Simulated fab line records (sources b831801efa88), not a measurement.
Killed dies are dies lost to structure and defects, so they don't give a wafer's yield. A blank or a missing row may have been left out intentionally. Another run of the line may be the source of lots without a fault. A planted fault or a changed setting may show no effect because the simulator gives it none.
Which tool is to blame? | flow gf180mcu | 15 lots, 42 wafers sampled, at 5 steps of a route of 602

WHAT THE GAUGES READ, wafer by wafer
Not one reading of a measure or inspect step in the record can be checked against a usual standard deviation.

WHICH TOOL RAN EACH LOT (tool, then ch and the chambers of the sampled wafers, then the start)
lot  | GF_V3_SPUTTER_21            | GF_M4_SPUTTER_04            | GF_M4_STRIP_17                      | GF_V4_CMP_04                  | GF_V4_ETCH_17
L648 | pvdSputter-02, day 22 10:17 | pvdSputter-01, day 22 11:10 | plasmaAsher-02 ch 0,1, day 23 09:59 | cmp-01 ch 0,1,2, day 23 11:01 | rieDiel-04 ch 0,1, no start
L649 | pvdSputter-02, day 22 13:11 | pvdSputter-04, day 22 14:04 | plasmaAsher-03 ch 0, day 23 13:35   | cmp-01 ch 1,2,3, day 23 14:29 | rieDiel-01 ch 2,3, no start
L650 | pvdSputter-02, day 22 19:38 | pvdSputter-04, day 22 20:32 | plasmaAsher-01 ch 0,1, day 23 19:04 | cmp-01 ch 0,1,3, day 23 19:52 | rieDiel-04 ch 1,2, no start
L651 | pvdSputter-02, day 23 11:38 | pvdSputter-01, day 23 12:31 | plasmaAsher-01 ch 0,1, day 24 10:55 | cmp-01 ch 0,3, day 24 11:46   | rieDiel-04 ch 2,3, no start
L652 | pvdSputter-04, day 23 22:26 | pvdSputter-04, day 23 23:19 | plasmaAsher-01 ch 0,1, day 24 20:34 | cmp-02 ch 0,2,3, day 24 21:35 | rieDiel-03 ch 1,2, no start
L654 | pvdSputter-03, day 24 11:05 | pvdSputter-04, day 24 11:58 | plasmaAsher-01 ch 0,1, day 25 10:11 | cmp-02 ch 0,1,2, day 25 11:07 | rieDiel-04 ch 0,1,2, no start
L655 | pvdSputter-03, day 25 07:32 | pvdSputter-03, day 25 08:25 | plasmaAsher-02 ch 0,1, day 26 05:25 | cmp-01 ch 0,3, day 26 06:10   | rieDiel-03 ch 1,3, no start
L656 | pvdSputter-04, day 25 07:41 | pvdSputter-04, day 25 08:34 | plasmaAsher-01 ch 0,1, day 26 06:13 | cmp-02 ch 1,3, day 26 06:58   | rieDiel-03 ch 0,2, no start
L657 | pvdSputter-03, day 25 15:17 | pvdSputter-01, day 25 16:10 | plasmaAsher-03 ch 0,1, day 26 13:16 | cmp-02 ch 0,1,3, day 26 14:10 | rieDiel-01 ch 0,1,3, no start
L660 | pvdSputter-04, day 26 14:21 | pvdSputter-01, day 26 15:13 | plasmaAsher-03 ch 0,1, day 27 11:47 | cmp-02 ch 0,2, day 27 12:34   | rieDiel-01 ch 1,2, no start
L664 | pvdSputter-02, day 27 16:01 | pvdSputter-03, day 27 16:53 | plasmaAsher-02 ch 0,1, day 28 12:10 | cmp-01 ch 2,3, day 28 12:57   | rieDiel-01 ch 0,2, no start
L665 | pvdSputter-04, day 28 02:43 | pvdSputter-03, day 28 03:36 | plasmaAsher-01 ch 0, day 29 07:13   | cmp-01 ch 1,2, day 29 08:20   | rieDiel-04 ch 0,2, no start
L666 | pvdSputter-03, day 28 20:14 | pvdSputter-04, day 28 21:06 | plasmaAsher-01 ch 0,1, day 29 16:02 | cmp-01 ch 0,3, day 29 16:58   | rieDiel-03 ch 0,1, no start
L668 | pvdSputter-03, day 29 07:06 | pvdSputter-04, day 29 07:59 | plasmaAsher-03 ch 0,1, day 30 02:49 | cmp-02 ch 0,2,3, day 30 03:37 | rieDiel-01 ch 0,1,3, no start
L671 | pvdSputter-02, day 29 18:53 | pvdSputter-04, day 29 19:53 | plasmaAsher-01 ch 0,1, day 30 14:26 | cmp-02 ch 0,1,3, day 30 15:14 | rieDiel-04 ch 0,1,3, no start
- GF_V3_SPUTTER_21: material Ti, target thk 15 nm, time 80.02 s.
- GF_M4_SPUTTER_04: material TiN, target thk 50 nm, time 41.7 s.
- GF_M4_STRIP_17: strips in O2/N2.
- GF_V4_CMP_04: polishes SiO2.
- GF_V4_ETCH_17: etches SiO2 in C4F8/O2/Ar, stops on TiN, target depth 630 nm.

WHAT THE TOOLS THEMSELVES READ (means of the sampled wafers that have a number; where no wafer has one, the mark that the record gives instead)
GF_V3_SPUTTER_21.
lot  | tool          | throttleValvePct (%)
L648 | pvdSputter-02 | 29.6
L649 | pvdSputter-02 | 29.8
L650 | pvdSputter-02 | 30.2
L651 | pvdSputter-02 | 30.3
L652 | pvdSputter-04 | 30.1
L654 | pvdSputter-03 | 29.9
L655 | pvdSputter-03 | 29.8
L656 | pvdSputter-04 | 30.1
L657 | pvdSputter-03 | 28.6
L660 | pvdSputter-04 | 30.6
L664 | pvdSputter-02 | 29.4
L665 | pvdSputter-04 | 30.2
L666 | pvdSputter-03 | 30.6
L668 | pvdSputter-03 | 29.5
L671 | pvdSputter-02 | 29.8

GF_M4_SPUTTER_04.
lot  | tool          | throttleValvePct (%)
L648 | pvdSputter-01 | 29.4
L649 | pvdSputter-04 | 29.9
L650 | pvdSputter-04 | 29.5
L651 | pvdSputter-01 | 28.0
L652 | pvdSputter-04 | 30.6
L654 | pvdSputter-04 | 29.7
L655 | pvdSputter-03 | 29.8
L656 | pvdSputter-04 | 30.7
L657 | pvdSputter-01 | 28.9
L660 | pvdSputter-01 | 29.2
L664 | pvdSputter-03 | 30.4
L665 | pvdSputter-03 | 30.6
L666 | pvdSputter-04 | 30.1
L668 | pvdSputter-04 | 30.1
L671 | pvdSputter-04 | 30.3

GF_M4_STRIP_17.
lot  | tool           | drypumpMotorCurrentA (A) | heaterPowerW (W) | oesProductAu (a.u.) | stripTimeToEndpointS (s)
L648 | plasmaAsher-02 | 5.22                     | 328              | 0.554               | 7.85
L649 | plasmaAsher-03 | 5.84                     | 340              | 0.554               | 7.85
L650 | plasmaAsher-01 | 5.76                     | 380              | 0.556               | 7.84
L651 | plasmaAsher-01 | 5.64                     | 382              | 0.560               | 7.84
L652 | plasmaAsher-01 | 5.77                     | 380              | 0.551               | 7.81
L654 | plasmaAsher-01 | 5.64                     | 381              | 0.555               | 7.86
L655 | plasmaAsher-02 | 5.21                     | 328              | 0.556               | 7.91
L656 | plasmaAsher-01 | 5.76                     | 382              | 0.557               | 7.80
L657 | plasmaAsher-03 | 5.65                     | 333              | 0.554               | 7.81
L660 | plasmaAsher-03 | 5.66                     | 334              | 0.563               | 7.90
L664 | plasmaAsher-02 | 5.31                     | 336              | 0.556               | 7.92
L665 | plasmaAsher-01 | 5.88                     | 382              | 0.556               | 7.83
L666 | plasmaAsher-01 | 5.71                     | 380              | 0.557               | 7.82
L668 | plasmaAsher-03 | 5.46                     | 334              | 0.557               | 7.84
L671 | plasmaAsher-01 | 5.65                     | 371              | 0.557               | 7.79

GF_V4_CMP_04.
lot  | tool   | motorCurrentA (A) | timeToEndpointS (s)
L648 | cmp-01 | 12.6              | 74
L649 | cmp-01 | 12.0              | 81
L650 | cmp-01 | 12.1              | 78
L651 | cmp-01 | 12.2              | 82
L652 | cmp-02 | 12.6              | 87
L654 | cmp-02 | 12.3              | 83
L655 | cmp-01 | 12.5              | 80
L656 | cmp-02 | 13.3              | 84
L657 | cmp-02 | 12.7              | 85
L660 | cmp-02 | 12.3              | 87
L664 | cmp-01 | 12.4              | 30
L665 | cmp-01 | 12.3              | 56
L666 | cmp-01 | 12.1              | 27
L668 | cmp-02 | 12.4              | 81
L671 | cmp-02 | 12.9              | 78

GF_V4_ETCH_17.
lot  | tool       | oesProductAu (a.u.)
L648 | rieDiel-04 | 0.856
L649 | rieDiel-01 | 0.858
L650 | rieDiel-04 | 0.858
L651 | rieDiel-04 | 0.851
L652 | rieDiel-03 | 0.851
L654 | rieDiel-04 | 0.859
L655 | rieDiel-03 | 0.856
L656 | rieDiel-03 | 0.864
L657 | rieDiel-01 | 0.859
L660 | rieDiel-01 | 0.856
L664 | rieDiel-01 | 0.976
L665 | rieDiel-04 | 0.913
L666 | rieDiel-03 | 0.972
L668 | rieDiel-01 | 0.855
L671 | rieDiel-04 | 0.852

THE ANSWER, worked out from the rows above alone
Rule: the lots themselves supply what counts as usual. The widest of any qualifying gaps counts: lots, ordered by their means at a reading, are off when they make up no more than a third of the lots, leave a main group of 4 or more, and stand apart from it by 3 or more times the standard deviation of that group's means. The tables above print the reading to a certain number of digits; a main group whose means all agree to those digits is not used. Also off: a lot with no number at a reading for which 4 or more lots have one. Any other lot the step has rows for is counted as sound. First the gauges in route order, then the tools' own readings, where a lot's mean is used as printed above. The first step at which some lot is off is used, and at that step the reading that is off furthest; a lot without a number counts as furthest.
Off, at GF_V4_CMP_04 on timeToEndpointS: L664, L665, L666. The main group: mean 82 s, standard deviation 3.7.
If a tool, at that step or one of the process steps before it, ran each lot that is off and ran no sound lot following the first of them, it fits. One candidate fits, namely cmp-01 at GF_V4_CMP_04. Its last sound lot is L655 (day 26 06:10), its first lot that is off L664 (day 28 12:57): a fault that began between those two fits.
On the lots that are off, the tool's own readings at GF_V4_CMP_04 differ by more than 5 times the standard deviation of the sound lots' means, which bears it out; timeToEndpointS reads 38 s there versus 82 s on the sound lots.

WHAT HAD BEEN PUT IN BY THE SIMULATOR
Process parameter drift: cmp-01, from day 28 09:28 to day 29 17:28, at GF_V4_CMP_04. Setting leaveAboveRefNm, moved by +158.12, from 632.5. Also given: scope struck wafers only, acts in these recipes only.
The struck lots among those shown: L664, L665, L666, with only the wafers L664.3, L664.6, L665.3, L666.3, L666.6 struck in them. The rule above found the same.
